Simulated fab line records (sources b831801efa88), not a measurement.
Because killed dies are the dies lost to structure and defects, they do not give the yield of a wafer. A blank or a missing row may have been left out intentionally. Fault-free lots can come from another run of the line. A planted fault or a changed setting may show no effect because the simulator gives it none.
fab line records -- flow sky130
[record] lots = 6, wafers = 17, last_day = 50
route steps=708 shown METAL2@503 VIA2@507 PAD_OPEN@708
lots that met no fault: taken from a fault-free run of the same line
start_h: the number of hours between the record's first day and the start of the first shown wafer of the lot -- wait_h: hours since the lot's step before -- " identical to the entry in the row above -- L1.1+2: one row covering several wafers at once -- - value missing, or start not given -- * or withheld: withheld -- < > ~ a bound
route shown NAME@n: NAME is a module with steps in the file, n the number in the route of the first one -- usual: average and standard deviation across the fault-free wafers -- same: alike in all rows -- chamber/n: place in a boat -- sites: readings site by site -- _std_site: standard deviation of those values -- _edge_site: inner sites' mean taken away from outer sites' mean -- radius_mm: for every site, how far away it sits from the centre of the wafer -- mask NAME#n: copy n -- behind: the tool/chamber that last shaped the wafer -- hold: the reason the lot was held/the length of the hold in hours/how it ended -- device: the n, p or np transistor that did not switch -- end of line: tests run on the same wafers once the route is complete -- where a step has no rows: the recipe by itself -- killed: dies lost to structure and defects at the first sort, not the wafer's yield -- map: a wafer's dies, x killed, . not, _ none there
set.NAME: the setting that was run; set.NAME@STEP: the one run at that earlier step -- model.NAME: the simulator's own value behind a step, which no gauge read
lots seen at some steps along the route; tables by step, rows by wafer
services: from which hour (start_h, from the record's first day; less than 0 if before it) a tool's chamber was out of use, for how many hours, and why
[[steps]]
[step SKY_METAL2_STRIP_20]
[recipe] chemistry = O2/N2, power_w = 1400, pressure_mtorr = 1500, platen_temp_c = withheld, o2_flow_sccm = 3000, n2_flow_sccm = 300, overash_fraction = 0.5
[usual] drypump_motor_current_A = 5.7/0.53, oes_product_au = 0.344/0.0046, strip_time_to_endpoint_s = 2.71/0.038
lot.wafer,tool,chamber,start_h,wait_h,drypump_motor_current_A,oes_product_au,rf_hours_counter_h,strip_time_to_endpoint_s
L199.1,plasma_asher-02,1,863.45,0.1,5.1,0.346,43,2.75
L199.5,plasma_asher-02,0,863.45,0.1,6.1,0.346,-,2.70
L199.6,plasma_asher-02,1,863.45,0.1,5.1,0.346,-,2.73
L200.3,plasma_asher-03,0,867.81,0.1,5.2,0.341,-,2.74
L200.5,plasma_asher-03,1,867.81,0.1,6.6,0.344,-,2.67
L200.6,plasma_asher-03,0,867.81,0.1,5.2,0.357,-,2.72
L207.4,plasma_asher-02,1,922.76,0.1,5.1,0.347,-,2.73
L207.5,plasma_asher-02,1,922.76,0.1,5.1,0.341,-,2.73
L207.6,plasma_asher-02,0,922.76,0.1,6.1,0.343,-,2.73
L208.1,plasma_asher-02,0,925.38,0.1,6.1,0.350,49,2.76
L208.3,plasma_asher-02,1,925.38,0.1,5.1,0.344,-,2.72
L215.1,plasma_asher-04,0,970.83,0.1,6.1,0.346,117,2.68
L215.3,plasma_asher-04,1,970.83,0.1,5.2,0.340,-,2.76
L215.4,plasma_asher-04,0,970.83,0.1,6.1,0.343,-,2.72
L217.1,plasma_asher-02,0,980.95,0.1,6.0,0.347,54,2.79
L217.4,plasma_asher-02,0,980.95,0.1,6.0,0.347,-,2.74
L217.6,plasma_asher-02,0,980.95,0.1,6.0,0.344,-,2.77
[step SKY_METAL2_STRIP_21]
[recipe] chemistry = post_etch_residue_remover, time_s = 1200, temp_c = 72.5
[step SKY_METAL2_CLEAN_22]
[recipe] chemistry = IPA, time_s = 180, temp_c = 25
[step SKY_METAL2_CLEAN_23]
[recipe] chemistry = O3/DIW, dry = n2_spin
[step SKY_VIA2_HDPCVD_00]
[recipe] material = SiO2, target_thk_nm = 1180, sigma_open_frac = 0.3, time_s = 196.7, temp_c = 400, sih4_flow_sccm = 60, pressure_mtorr = 6
[step SKY_VIA2_THK_MEAS_01]
[recipe] reads = SiO2_of_VIA2_HDPCVD_00
[usual] VIA2_HDPCVD_THK = 1180/11
lot.wafer,tool,chamber,start_h,wait_h,VIA2_HDPCVD_THK[nm]
L199.1,film_metro-01,-,864.17,0.1,1183
L199.5,film_metro-01,-,864.17,0.1,1188
L199.6,film_metro-01,-,864.17,0.1,1176
L200.3,film_metro-04,-,868.52,0.1,1179
L200.5,film_metro-04,-,868.52,0.1,1187
L200.6,film_metro-04,-,868.52,0.1,1181
L207.4,film_metro-03,-,923.48,0.0,1164
L207.5,film_metro-03,-,923.48,0.0,1197
L207.6,film_metro-03,-,923.48,0.0,1176
L208.1,film_metro-04,-,926.10,0.1,1168
L208.3,film_metro-04,-,926.10,0.1,1186
L215.1,film_metro-03,-,971.56,0.1,1202
L215.3,film_metro-03,-,971.56,0.1,1177
L215.4,film_metro-03,-,971.56,0.1,1190
L217.1,film_metro-01,-,981.67,0.1,1193
L217.4,film_metro-01,-,981.67,0.1,1191
L217.6,film_metro-01,-,981.67,0.1,1178
[step SKY_VIA2_CMP_02]
[recipe] material = SiO2, down_force_psi = 4, platen_rpm = 60, pad_velocity_m_s = 0.94248
[usual] motor_current_A = 11.8/1.1
lot.wafer,tool,chamber,start_h,wait_h,motor_current_A
L199.1,cmp-02,0,864.23,0.1,12.6
L199.6,cmp-02,0,864.23,0.1,11.8
L199.5,cmp-02,1,864.23,0.1,13.5
L200.3,cmp-01,3,868.56,0.0,10.5
L200.5,cmp-01,3,868.56,0.0,11.2
L200.6,cmp-01,0,868.56,0.0,10.8
L207.4,cmp-02,3,923.61,0.1,11.9
L207.5,cmp-02,1,923.61,0.1,13.4
L207.6,cmp-02,2,923.61,0.1,12.0
L208.1,cmp-01,0,926.26,0.1,10.9
L208.3,cmp-01,1,926.26,0.1,13.0
L215.3,cmp-01,3,971.71,0.1,10.5
L215.4,cmp-01,0,971.71,0.1,10.7
L215.1,cmp-01,1,971.71,0.1,13.5
L217.4,cmp-01,1,981.73,0.0,12.7
L217.1,cmp-01,3,981.73,0.0,10.7
L217.6,cmp-01,2,981.73,0.0,10.7
[step SKY_VIA2_BOW_MEAS_03]
[recipe] mode = bow
[usual] VIA2_BOW = 85/6.6
lot.wafer,tool,chamber,start_h,wait_h,VIA2_BOW[um]
L199.1,film_metro-01,-,864.53,0.2,95
L199.5,film_metro-01,-,864.53,0.2,88
L199.6,film_metro-01,-,864.53,0.2,88
L200.3,film_metro-01,-,868.90,0.3,82
L200.5,film_metro-01,-,868.90,0.3,91
L200.6,film_metro-01,-,868.90,0.3,86
L207.4,film_metro-03,-,923.87,0.2,82
L207.5,film_metro-03,-,923.87,0.2,88
L207.6,film_metro-03,-,923.87,0.2,84
L208.1,film_metro-01,-,926.46,0.1,93
L208.3,film_metro-01,-,926.46,0.1,81
L215.1,film_metro-01,-,971.96,0.1,97
L215.3,film_metro-01,-,971.96,0.1,82
L215.4,film_metro-01,-,971.96,0.1,88
L217.1,film_metro-03,-,982.03,0.1,83
L217.4,film_metro-03,-,982.03,0.1,84
L217.6,film_metro-03,-,982.03,0.1,79
[step SKY_VIA2_DEHYDRATE_04]
[recipe] temp_c = 200, time_s = 60
[step SKY_VIA2_HMDS_05]
[recipe] prime_time_s = 60, prime_temp_c = 120
[step SKY_VIA2_COAT_06]
[recipe] resist = BARC, temp_c = withheld, time_s = withheld, spin_rpm = 3000, resist_thk_nm = 60
[step SKY_VIA2_COAT_07]
[recipe] resist = KrF-thick, spin_rpm = 3000, resist_thk_nm = 450
[step SKY_VIA2_SOFTBAKE_08]
[recipe] temp_c = 100, time_s = 90, resist = KrF-thick
[usual] heater_power_total_W = 57.36/0.11, run_length_s = 119.28/0.13
lot.wafer,tool,chamber,start_h,wait_h,heater_power_total_W,run_length_s
L199.1,litho_track-01,0,877,-,57.44,119.11
L199.5,litho_track-01,0,877,-,57.34,119.25
L199.6,litho_track-01,0,877,-,57.47,119.11
L200.3,litho_track-03,0,882,-,57.46,119.44
L200.5,litho_track-03,0,882,-,57.28,119.40
L200.6,litho_track-03,0,882,-,57.55,119.20
L207.4,litho_track-03,0,936,-,57.44,119.26
L207.5,litho_track-03,0,936,-,58.38,114.61
L207.6,litho_track-03,0,936,-,57.37,119.25
L208.1,litho_track-03,0,938,-,57.20,119.23
L208.3,litho_track-03,0,938,-,58.64,114.74
L215.1,litho_track-02,0,983,-,57.52,119.52
L215.3,litho_track-02,0,983,-,57.27,119.21
L215.4,litho_track-02,0,983,-,57.32,119.42
L217.1,litho_track-01,0,993,-,57.39,119.02
L217.4,litho_track-01,0,993,-,57.52,119.00
L217.6,litho_track-01,0,993,-,57.34,119.06
[step SKY_VIA2_EXPOSE_09]
[recipe] mask_id = VIM2, na = 0.8, source_shape = annular, sigma_inner = 0.55, sigma_outer = 0.85, target_cd_nm = 200, dose_mj = 38
[step SKY_PAD_OPEN_PROBE_99]
[usual] defect_limited_yield = 82.7/2.1, killed_at_M0_to_M3 = 43/7.2, killed_at_M4_up = 3.3/1.8, killed_at_contacts = 23/5.5, killed_at_front_end = 16/5.1, killed_at_other = 0.4/0.65, killed_dies = 85/10, killed_open = 46/7.1, killed_short = 38/7.2, sort_bin_3_pad_short = 0.9/0.41, sort_bin_5_function = 10.2/1.5, sort_bin_6_memory = 6.2/1.1, sort_n_pass = 407/10, sort_yield_pct = 82.7/2.1
[same] gross_dies = 492, killed_at_back_side = 0, sort_bin_4_leakage[%] = 0, sort_bin_8_speed[%] = 0
lot.wafer,tool,chamber,start_h,wait_h,defect_limited_yield[%],killed_at_M0_to_M3,killed_at_M4_up,killed_at_contacts,killed_at_front_end,killed_at_other,killed_dies,killed_open,killed_short,sort_bin_3_pad_short[%],sort_bin_5_function[%],sort_bin_6_memory[%],sort_n_pass,sort_yield_pct[%]
L199.1,prober-01,-,1109.72,0.1,80.3,53,2,18,23,1,97,50,47,1.4,11.4,6.9,395,80.3
L199.5,prober-01,-,1109.92,0.2,80.9,41,3,33,16,1,94,46,47,0.6,11.6,6.9,398,80.9
L199.6,prober-01,-,1109.97,0.2,84.6,32,4,23,17,0,76,41,33,1.0,8.5,5.9,416,84.6
L200.3,prober-01,-,1111.67,0.2,82.7,43,3,24,15,0,85,42,41,1.8,10.4,5.1,407,82.7
L200.5,prober-01,-,1111.77,0.2,82.5,42,3,23,18,0,86,53,33,0.4,10.6,6.5,406,82.5
L200.6,prober-01,-,1111.82,0.2,86.2,28,1,26,13,0,68,40,27,1.0,9.1,3.7,424,86.2
L207.4,prober-02,-,1153.88,0.2,80.7,44,3,28,18,2,95,50,42,0.6,11.2,7.5,397,80.7
L207.5,prober-02,-,1153.93,0.2,79.3,47,4,26,23,2,102,52,48,1.6,10.6,8.5,390,79.3
L207.6,prober-02,-,1153.98,0.2,82.1,35,5,24,23,1,88,36,49,1.2,11.4,5.3,404,82.1
L208.1,prober-01,-,1155.79,0.1,80.5,53,2,26,14,1,96,55,41,0.4,12.2,6.9,396,80.5
L208.3,prober-01,-,1155.89,0.2,84.3,38,4,20,15,0,77,47,30,0.2,8.5,6.9,415,84.3
L215.1,prober-01,-,1187.45,0.1,81.7,36,9,25,20,0,90,41,48,1.8,9.8,6.7,402,81.7
L215.3,prober-01,-,1187.55,0.2,82.3,47,2,24,14,0,87,38,49,1.6,9.3,6.7,405,82.3
L215.4,prober-01,-,1187.60,0.2,85.8,38,4,15,13,0,70,40,30,1.2,7.9,5.1,422,85.8
L217.1,prober-02,-,1193.13,0.1,80.3,47,2,19,29,0,97,47,49,0.6,11.0,8.1,395,80.3
L217.4,prober-02,-,1193.28,0.2,83.5,42,3,25,11,0,81,44,37,0.4,9.8,6.3,411,83.5
L217.6,prober-02,-,1193.38,0.2,87.0,37,1,16,10,0,64,38,25,0.4,7.3,5.3,428,87.0
// killed by level:class
L199.1 METAL2:geometric_particle:short=8 VIA1:geometric_particle:open=7 METAL1:geometric_particle:short=6 VIA2:geometric_particle:open=6 VIA3:geometric_particle:open=6 CONTACT:geometric_particle:open=5 FIELD_ISO:geometric_particle:short=5 POLY_GATE:geometric_particle:open=5
L199.5 CONTACT:geometric_particle:open=16 VIA2:geometric_particle:open=9 FIELD_ISO:geometric_particle:short=7 LI_CONTACT:geometric_particle:open=6 CONTACT:geometric_particle:short=6 VIA1:geometric_particle:short=6 VIA1:geometric_particle:open=6 VIA2:geometric_particle:short=6
L199.6 LI_CONTACT:geometric_particle:open=9 CONTACT:geometric_particle:open=8 METAL2:geometric_particle:short=7 VIA1:geometric_particle:open=6 FIELD_ISO:geometric_particle:short=4 CONTACT:geometric_particle:short=4 VIA2:geometric_particle:open=4 POLY_GATE:geometric_particle:open=3
L200.3 METAL2:geometric_particle:short=9 CONTACT:geometric_particle:open=8 LI_CONTACT:geometric_particle:open=7 VIA3:geometric_particle:open=6 VIA2:geometric_particle:short=5 METAL1:geometric_particle:short=5 FIELD_ISO:geometric_particle:open=4 POLY_GATE:geometric_particle:open=4
L200.5 CONTACT:geometric_particle:open=11 VIA1:geometric_particle:open=11 VIA3:geometric_particle:open=7 POLY_GATE:geometric_particle:short=6 POLY_GATE:geometric_particle:open=6 LI_CONTACT:geometric_particle:open=6 VIA1:geometric_particle:short=5 VIA2:geometric_particle:open=4
L200.6 CONTACT:geometric_particle:open=11 VIA1:geometric_particle:open=7 LOCAL_INTERCONNECT:geometric_particle:short=5 METAL1:geometric_particle:short=5 VIA2:geometric_particle:open=5 FIELD_ISO:geometric_particle:open=4 LI_CONTACT:geometric_particle:open=4 LI_CONTACT:geometric_particle:short=4
L207.4 LI_CONTACT:geometric_particle:open=10 VIA2:geometric_particle:open=10 CONTACT:geometric_particle:open=7 CONTACT:geometric_particle:short=7 METAL1:geometric_particle:short=6 METAL2:geometric_particle:short=6 FIELD_ISO:geometric_particle:open=5 VIA1:geometric_particle:open=5
L207.5 VIA2:geometric_particle:open=10 LI_CONTACT:geometric_particle:open=8 VIA1:geometric_particle:open=8 POLY_GATE:geometric_particle:open=7 VIA1:geometric_particle:short=7 CONTACT:geometric_particle:short=6 FIELD_ISO:geometric_particle:open=5 LOCAL_INTERCONNECT:geometric_particle:short=5
L207.6 CONTACT:geometric_particle:open=8 POLY_GATE:geometric_particle:short=7 LOCAL_INTERCONNECT:geometric_particle:short=7 POLY_GATE:geometric_particle:open=6 VIA1:geometric_particle:short=6 VIA1:geometric_particle:open=6 VIA2:geometric_particle:open=6 FIELD_ISO:geometric_particle:short=5
L208.1 VIA1:geometric_particle:open=17 VIA3:geometric_particle:open=12 CONTACT:geometric_particle:short=10 CONTACT:geometric_particle:open=9 FIELD_ISO:geometric_particle:short=5 METAL1:geometric_particle:short=5 FIELD_ISO:geometric_particle:open=4 VIA2:geometric_particle:open=4
L208.3 CONTACT:geometric_particle:open=11 METAL2:geometric_particle:short=8 VIA1:geometric_particle:open=7 VIA3:geometric_particle:open=7 FIELD_ISO:geometric_particle:open=6 LI_CONTACT:geometric_particle:open=6 VIA3:geometric_particle:short=3 POLY_GATE:geometric_particle:open=3
L215.1 CONTACT:geometric_particle:open=9 VIA3:geometric_particle:open=8 METAL4:geometric_particle:short=8 POLY_GATE:geometric_particle:short=6 CONTACT:geometric_particle:short=5 LOCAL_INTERCONNECT:geometric_particle:short=4 POLY_GATE:geometric_particle:open=4 METAL3:geometric_particle:short=4
L215.3 CONTACT:geometric_particle:open=9 VIA1:geometric_particle:open=9 POLY_GATE:geometric_particle:short=7 METAL1:geometric_particle:short=7 VIA1:geometric_particle:short=6 VIA3:geometric_particle:open=6 LOCAL_INTERCONNECT:geometric_particle:short=5 METAL3:geometric_particle:short=5
L215.4 VIA1:geometric_particle:open=10 LI_CONTACT:geometric_particle:open=5 VIA3:geometric_particle:open=5 VIA1:geometric_particle:short=5 VIA2:geometric_particle:open=5 VIA3:geometric_particle:short=5 POLY_GATE:geometric_particle:open=4 CONTACT:geometric_particle:open=3
L217.1 FIELD_ISO:geometric_particle:short=10 METAL1:geometric_particle:short=8 FIELD_ISO:geometric_particle:open=7 CONTACT:geometric_particle:open=7 VIA1:geometric_particle:open=7 VIA2:geometric_particle:open=6 LOCAL_INTERCONNECT:geometric_particle:short=5 VIA1:geometric_particle:short=5
L217.4 CONTACT:geometric_particle:open=7 LI_CONTACT:geometric_particle:open=7 VIA1:geometric_particle:open=7 VIA2:geometric_particle:open=6 VIA3:geometric_particle:open=5 LOCAL_INTERCONNECT:geometric_particle:short=5 VIA3:geometric_particle:short=5 METAL1:geometric_particle:short=5
L217.6 VIA1:geometric_particle:open=11 CONTACT:geometric_particle:open=8 METAL1:geometric_particle:short=7 VIA2:geometric_particle:short=5 VIA2:geometric_particle:open=4 POLY_GATE:geometric_particle:open=3 LOCAL_INTERCONNECT:geometric_particle:short=3 CONTACT:geometric_particle:short=3
[[services]]
tool,chamber,start_h,hours,kind
plasma_asher-04,-,846.12,0.6,repair
plasma_asher-02,-,895.01,2.8,pm
cmp-01,-,907.10,2.2,repair
cmp-02,-,912.00,4.0,pm
cmp-02,-,916.00,-,consumable_replace:conditioner
cmp-02,-,916.00,-,consumable_replace:pad
plasma_asher-02,-,918.88,0.4,repair
plasma_asher-02,-,928.85,5.6,repair
cmp-01,-,959.84,1.6,repair
cmp-02,-,970.62,6.7,pm
plasma_asher-04,-,980.56,2.8,pm
plasma_asher-02,-,987.78,3.6,repair
[[key]]
[first_sign] step = SKY_VIA2_SOFTBAKE_08, reading = run_length_s, direction = down, sigmas = 35, usual = *, struck = *
[effect] step = SKY_VIA2_SOFTBAKE_08, reading = heater_power_total_W, direction = up, sigmas = 10, usual = *, struck = *
met_at SKY_VIA2_SOFTBAKE_08
struck_wafers L207.5,L208.3
onset_between 882 936
[fault] kind = process_parameter_drift, tool = litho_track-03, chamber = -, onset_h = 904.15, steps = SKY_VIA2_SOFTBAKE_08, channel = time_s, offset = *, shape = step, end_h = 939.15, scope = struck_wafers_only, acts_in = *, stated = *
